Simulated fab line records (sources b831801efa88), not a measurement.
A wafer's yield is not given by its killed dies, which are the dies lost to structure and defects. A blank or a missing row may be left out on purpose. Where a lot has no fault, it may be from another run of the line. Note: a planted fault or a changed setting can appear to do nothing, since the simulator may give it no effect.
A lot that was struck, set against a sound lot :: flow gf180mcu :: 14 steps out of a route of 602
Sound: these wafers, L794.2, L794.3, L794.5. Wafers L797.2, L797.4, L797.6 were the ones struck. The cause is given at the end.
Order at every step that has rows: each side's tool, ch and its chambers, its first start. Under that, the readings that differ: sound wafers :: struck wafers :: difference of the means :: sigmas: that difference in standard deviations of wafers without a fault.
alike: a reading whose means differ by less than 2 such deviations, as well as words and numbers matching on both sides. not compared: withheld readings; readings where some wafer has no value; bounds like >300 that might hide an equal value; numbers whose values overlap and for which the record gives no deviation.
Wherever a step has rows on one side only, a row that says differs or no value, or a row with sigmas, the two part there. Numbers that don't overlap but have no deviation are shown without sigmas and don't part them. Lack of a reading on every wafer of one side parts them only where that side has two or more wafers.

first, 1 step without rows for these wafers: GF_HV_LDD_DEVELOP_18 (develop time 60 s).
GF_HV_LDD_CD_MEAS_19: the cd target is 400 nm.
  struck on cd sem-01, day 16 11:54; sound on cd sem-01, day 15 12:26
reading: cd nm (nm)
sound: 401.9 403.1 402.6
struck: 398.0 396.7 398.1
difference: -4.9
sigmas: -2
GF_HV_LDD_OVL_MEAS_20:
  struck on overlay-01, day 16 12:00; sound on overlay-01, day 15 12:33
reading: HV_LDD_01_OVL (nm)
sound: -0.6 -0.3 -0.2
struck: -1.8 -4.0 -5.2
difference: -3.3
sigmas: -2
following that, these wafers have no rows for 1 step: GF_HV_LDD_IMPLANT_21.
GF_HV_LDD_STRIP_22: strips in O2/N2.
  sound on plasma asher-03 ch 0,1, day 15 12:44; struck on plasma asher-02 ch 1, day 16 12:11
reading: strip time to endpoint s (s)
sound: 12.62 12.65 12.64
struck: 12.54 12.53 12.50
difference: -0.11
sigmas: -3
  alike: drypump motor current A, heater power w, oes product au
  not compared: rf hours counter h
GF_HV_LDD_TW_MEAS_23:
  struck on film metro-02, day 16 12:17; sound on film metro-03, day 15 12:50
  alike: HV_LDD_2_TW
then, 6 steps without rows for these wafers: GF_HV_LDD_DEHYDRATE_24 (time 60 s); GF_HV_LDD_HMDS_25 (prime time 60 s); GF_HV_LDD_COAT_26 (resist thk 1000 nm); GF_HV_LDD_SOFTBAKE_27 (time 60 s); GF_HV_LDD_EXPOSE_28 (exposes mask Nplus HV AREA, target cd 400 nm); GF_HV_LDD_PEB_29.
GF_HV_LDD_DEVELOP_30: develop time 60 s.
  struck on litho track-01, day 17 10:46; sound on litho track-01 ch 0, day 16 10:55
  no value came back on the struck wafers for chill plate temp C (C), develop time s (s), exhaust pa (Pa), resist line temp C (C); on the sound wafers chill plate temp C (C) reads 23.12 23.12 23.04
GF_HV_LDD_CD_MEAS_31: the cd target is 400 nm.
  struck on cd sem-01, day 17 10:55; sound on cd sem-01, day 16 11:04
reading: cd nm (nm)
sound: 398.1 398.0 399.4
struck: - - -
difference: no value on the struck wafers
sigmas: 

WHERE THEY PART
First at GF_HV_LDD_CD_MEAS_19; last, within this record, at GF_HV_LDD_CD_MEAS_31.

WHY: the cause the simulator had injected
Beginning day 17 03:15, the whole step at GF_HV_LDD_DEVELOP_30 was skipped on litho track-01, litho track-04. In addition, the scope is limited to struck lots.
